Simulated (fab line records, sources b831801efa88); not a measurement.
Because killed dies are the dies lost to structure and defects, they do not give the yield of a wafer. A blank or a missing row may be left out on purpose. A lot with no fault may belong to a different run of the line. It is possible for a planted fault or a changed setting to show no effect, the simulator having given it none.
Which tool is to blame? + flow gf180mcu + 24 lots with 72 wafers sampled at 5 steps, on a route of 602 steps

== WHAT EACH GAUGE READ, for each wafer ==
GF_VT_IMPLANT_OVL_MEAS_18.
| lot  | measured     | on         | VT_IMPLANT_01_OVL (nm) |
|------|--------------|------------|------------------------|
| L074 | day 6 04:54  | overlay-02 | -0.5 -1.0 0.1          |
| L075 | day 6 12:32  | overlay-01 | -0.3 0.4 1.2           |
| L076 | day 6 16:26  | overlay-01 | -0.5 -0.1 -0.9         |
| L077 | day 6 21:49  | overlay-01 | 1.3 0.8 -0.5           |
| L078 | day 7 06:00  | overlay-01 | 0.8 0.0 1.9            |
| L079 | day 7 12:09  | overlay-01 | 1.0 0.6 0.2            |
| L080 | day 7 19:24  | overlay-01 | 0.1 1.0 -0.4           |
| L081 | day 8 06:10  | overlay-01 | -0.1 -0.2 -1.0         |
| L082 | day 8 07:48  | overlay-01 | 0.8 1.1 0.3            |
| L083 | day 8 17:21  | overlay-02 | -1.2 -0.4 -0.4         |
| L084 | day 9 00:23  | overlay-02 | -0.9 0.2 0.9           |
| L085 | day 9 07:40  | overlay-01 | -0.6 -0.4 -0.1         |
| L086 | day 9 13:34  | overlay-01 | 1.6 -0.8 0.0           |
| L087 | day 9 17:53  | overlay-01 | 0.2 1.1 -1.1           |
| L088 | day 9 23:24  | overlay-02 | 0.9 2.9 1.5            |
| L089 | day 10 07:20 | overlay-01 | -1.4 2.7 1.3           |
| L090 | day 10 12:09 | overlay-02 | 0.0 1.3 -2.1           |
| L091 | day 10 17:02 | overlay-01 | 0.4 0.1 -1.9           |
| L092 | day 10 21:21 | overlay-01 | 1.5 -0.1 1.9           |
| L093 | day 11 05:46 | overlay-02 | -0.1 0.6 -0.3          |
| L094 | day 11 12:25 | overlay-01 | 0.0 -1.8 0.3           |
| L095 | day 11 23:29 | overlay-01 | 1.4 3.2 1.7            |
| L096 | day 12 05:48 | overlay-01 | 0.3 0.6 1.3            |
| L097 | day 12 08:41 | overlay-01 | 1.6 0.9 0.8            |

GF_V1_THK_MEAS_25: measures by xrf.
| lot  | measured     | on            | V1_W_THK (nm) |
|------|--------------|---------------|---------------|
| L074 | day 18 01:14 | film_metro-04 | 361 362 359   |
| L075 | day 18 06:44 | film_metro-02 | 363 363 356   |
| L076 | day 18 15:23 | film_metro-02 | 353 362 354   |
| L077 | day 18 21:59 | film_metro-02 | 359 365 364   |
| L078 | day 19 12:29 | film_metro-04 | 357 363 361   |
| L079 | day 19 19:58 | film_metro-02 | 355 360 357   |
| L080 | day 20 08:03 | film_metro-04 | 355 354 351   |
| L081 | day 21 00:46 | film_metro-04 | 354 350 356   |
| L082 | day 21 01:35 | film_metro-02 | 356 354 359   |
| L083 | day 21 17:16 | film_metro-04 | 354 360 359   |
| L084 | day 22 00:20 | film_metro-03 | 365 368 365   |
| L085 | day 22 09:20 | film_metro-02 | 352 361 356   |
| L086 | day 22 18:57 | film_metro-04 | 354 359 357   |
| L087 | day 22 21:11 | film_metro-04 | 354 356 347   |
| L088 | day 23 06:16 | film_metro-03 | 363 365 366   |
| L089 | day 23 15:14 | film_metro-02 | 358 356 356   |
| L090 | day 23 23:43 | film_metro-04 | 361 362 358   |
| L091 | day 24 05:58 | film_metro-03 | 365 371 356   |
| L092 | day 24 09:06 | film_metro-02 | 357 351 358   |
| L093 | day 25 01:35 | film_metro-04 | 354 349 347   |
| L094 | day 25 07:10 | film_metro-03 | 363 362 362   |
| L095 | day 25 20:56 | film_metro-04 | 349 341 348   |
| L096 | day 26 06:38 | film_metro-04 | 359 360 358   |
| L097 | day 26 08:19 | film_metro-03 | 367 365 366   |

GF_V2_THK_MEAS_01.
| lot  | measured     | on            | V2_CVD_00_THK (nm) |
|------|--------------|---------------|--------------------|
| L074 | day 19 01:59 | film_metro-01 | 593 603 587        |
| L075 | day 19 07:24 | film_metro-04 | 599 591 599        |
| L076 | day 19 17:32 | film_metro-04 | 597 605 604        |
| L077 | day 20 00:11 | film_metro-04 | 600 602 597        |
| L078 | day 20 14:20 | film_metro-03 | 606 599 604        |
| L079 | day 20 22:17 | film_metro-01 | 586 587 585        |
| L080 | day 21 10:16 | film_metro-01 | 591 583 598        |
| L081 | day 22 02:14 | film_metro-04 | 576 601 581        |
| L082 | day 22 02:53 | film_metro-01 | 608 604 610        |
| L083 | day 22 17:54 | film_metro-03 | 593 611 590        |
| L084 | day 23 00:58 | film_metro-04 | 594 592 594        |
| L085 | day 23 09:46 | film_metro-04 | 598 604 595        |
| L086 | day 23 19:26 | film_metro-04 | 607 608 609        |
| L087 | day 23 21:35 | film_metro-03 | 598 599 599        |
| L088 | day 24 06:39 | film_metro-03 | 611 610 596        |
| L089 | day 24 14:29 | film_metro-01 | 607 589 603        |
| L090 | day 24 23:23 | film_metro-01 | 596 598 596        |
| L091 | day 25 05:10 | film_metro-03 | 598 612 595        |
| L092 | day 25 08:19 | film_metro-03 | 588 585 580        |
| L093 | day 25 23:47 | film_metro-04 | 594 592 610        |
| L094 | day 26 05:23 | film_metro-03 | 597 599 601        |
| L095 | day 26 18:35 | film_metro-03 | 602 605 607        |
| L096 | day 27 04:28 | film_metro-04 | 605 593 613        |
| L097 | day 27 05:47 | film_metro-01 | 595 595 597        |

GF_V3_RS_MEAS_24: measures by four-point-probe.
| lot  | measured     | on            | V3_W_RS (ohm/sq)  |
|------|--------------|---------------|-------------------|
| L074 | day 22 06:02 | film_metro-02 | 0.327 0.331 0.320 |
| L075 | day 22 11:52 | film_metro-02 | 0.330 0.333 0.323 |
| L076 | day 22 21:51 | film_metro-03 | 0.334 0.328 0.328 |
| L077 | day 23 04:21 | film_metro-02 | 0.331 0.332 0.328 |
| L078 | day 23 16:23 | film_metro-04 | 0.321 0.332 0.323 |
| L079 | day 24 00:19 | film_metro-03 | 0.326 0.331 0.326 |
| L080 | day 24 12:11 | film_metro-03 | 0.335 0.329 0.333 |
| L081 | day 25 02:09 | film_metro-02 | 0.335 0.331 0.328 |
| L082 | day 25 02:47 | film_metro-04 | 0.327 0.330 0.331 |
| L083 | day 25 18:02 | film_metro-02 | 0.328 0.328 0.331 |
| L084 | day 25 23:56 | film_metro-02 | 0.323 0.324 0.325 |
| L085 | day 26 08:23 | film_metro-02 | 0.327 0.326 0.327 |
| L086 | day 26 16:29 | film_metro-02 | 0.329 0.322 0.325 |
| L087 | day 26 17:19 | film_metro-03 | 0.332 0.326 0.339 |
| L088 | day 27 02:51 | film_metro-02 | 0.327 0.324 0.333 |
| L089 | day 27 09:50 | film_metro-04 | 0.323 0.336 0.336 |
| L090 | day 27 16:47 | film_metro-03 | 0.323 0.322 0.322 |
| L091 | day 27 23:34 | film_metro-03 | 0.329 0.338 0.327 |
| L092 | day 28 01:50 | film_metro-03 | 0.321 0.327 0.332 |
| L093 | day 28 17:07 | film_metro-03 | 0.326 0.330 0.330 |
| L094 | day 28 21:05 | film_metro-02 | 0.333 0.324 0.336 |
| L095 | day 29 09:04 | film_metro-03 | 0.325 0.326 0.332 |
| L096 | day 29 18:29 | film_metro-03 | 0.326 0.326 0.326 |
| L097 | day 29 20:06 | film_metro-04 | 0.326 0.325 0.333 |

== WHICH TOOL RAN EACH LOT (tool, then ch and the chambers of the sampled wafers, then the start) ==
| lot  | GF_V2_CMP_04                  |
|------|-------------------------------|
| L074 | cmp-01 ch 2,3, day 19 02:13   |
| L075 | cmp-01 ch 1,2, day 19 07:40   |
| L076 | cmp-02 ch 1,2, day 19 17:56   |
| L077 | cmp-02 ch 0,3, day 20 00:26   |
| L078 | cmp-02 ch 1,3, day 20 14:34   |
| L079 | cmp-01 ch 1,2,3, day 20 22:28 |
| L080 | cmp-02 ch 0,2,3, day 21 10:26 |
| L081 | cmp-01 ch 2,3, day 22 02:27   |
| L082 | cmp-01 ch 0,1,3, day 22 03:04 |
| L083 | cmp-02 ch 0,3, day 22 18:08   |
| L084 | cmp-02 ch 0,2, day 23 01:12   |
| L085 | cmp-02 ch 0,1,2, day 23 10:07 |
| L086 | cmp-01 ch 0,3, day 23 19:36   |
| L087 | cmp-01 ch 0,1,3, day 23 21:46 |
| L088 | cmp-01 ch 0,1, day 24 06:52   |
| L089 | cmp-02 ch 2,3, day 24 14:40   |
| L090 | cmp-01 ch 0,1,2, day 24 23:34 |
| L091 | cmp-02 ch 0,1,3, day 25 05:28 |
| L092 | cmp-02 ch 0,1,3, day 25 08:35 |
| L093 | cmp-02 ch 2,3, day 26 00:19   |
| L094 | cmp-02 ch 0,2,3, day 26 05:39 |
| L095 | cmp-01 ch 0,1,2, day 26 19:00 |
| L096 | cmp-01 ch 1,2,3, day 27 04:39 |
| L097 | cmp-01 ch 2,3, day 27 06:13   |
- GF_V2_CMP_04: polishes SiO2.

== WHAT THE TOOLS THEMSELVES READ (means of the sampled wafers that have a number; where no wafer has one, the mark that the record gives instead) ==
GF_V2_CMP_04.
| lot  | tool   | motor_current_A (A) | retaining_ring_pressure_frac | time_to_endpoint_s (s) |
|------|--------|---------------------|------------------------------|------------------------|
| L074 | cmp-01 | 11.7                | 1.003                        | 82                     |
| L075 | cmp-01 | 11.6                | 1.001                        | 80                     |
| L076 | cmp-02 | 12.8                | 0.999                        | 83                     |
| L077 | cmp-02 | 10.8                | 1.007                        | 75                     |
| L078 | cmp-02 | 11.8                | 1.000                        | 73                     |
| L079 | cmp-01 | 10.8                | 0.999                        | 78                     |
| L080 | cmp-02 | 11.1                | 0.999                        | 79                     |
| L081 | cmp-01 | 11.8                | 0.998                        | 76                     |
| L082 | cmp-01 | 10.4                | 0.999                        | 77                     |
| L083 | cmp-02 | 10.7                | 1.004                        | 76                     |
| L084 | cmp-02 | 11.7                | 1.000                        | 83                     |
| L085 | cmp-02 | 12.4                | 0.996                        | 83                     |
| L086 | cmp-01 | 10.7                | 0.997                        | 82                     |
| L087 | cmp-01 | 10.7                | 1.002                        | 77                     |
| L088 | cmp-01 | 9.8                 | 1.002                        | 84                     |
| L089 | cmp-02 | 11.2                | 0.996                        | 82                     |
| L090 | cmp-01 | 10.7                | 0.998                        | 81                     |
| L091 | cmp-02 | 11.9                | 0.998                        | 82                     |
| L092 | cmp-02 | 11.7                | 1.009                        | 79                     |
| L093 | cmp-02 | 11.6                | 1.002                        | 86                     |
| L094 | cmp-02 | 11.0                | 1.000                        | 76                     |
| L095 | cmp-01 | 10.2                | 1.001                        | 80                     |
| L096 | cmp-01 | 10.7                | 1.005                        | 83                     |
| L097 | cmp-01 | 11.8                | 0.995                        | 77                     |

== THE ANSWER, worked out from the rows above alone ==
Rule: what is usual is taken from the lots themselves. The widest of any qualifying gaps counts: lots, ordered by their means at a reading, are off when they make up no more than a third of the lots, leave a main group of 4 or more, and stand apart from it by 3 or more times the standard deviation of that group's means. A main group whose means are all the same, to the digits that the tables above print for the reading, isn't used. A lot without any number at a reading at which 4 lots or more have one is off too. Where the step has rows for the other lots, those lots are counted as sound. After the gauges, taken in route order, come the tools' own readings; for these a lot's mean is taken, as printed above. At the first step where some lot is off, the reading lying furthest off is the one used; lots without a number count as furthest.
No lot is off on any of the readings shown, so nothing can be concluded from this.

== WHAT WAS PUT IN BY THE SIMULATOR ==
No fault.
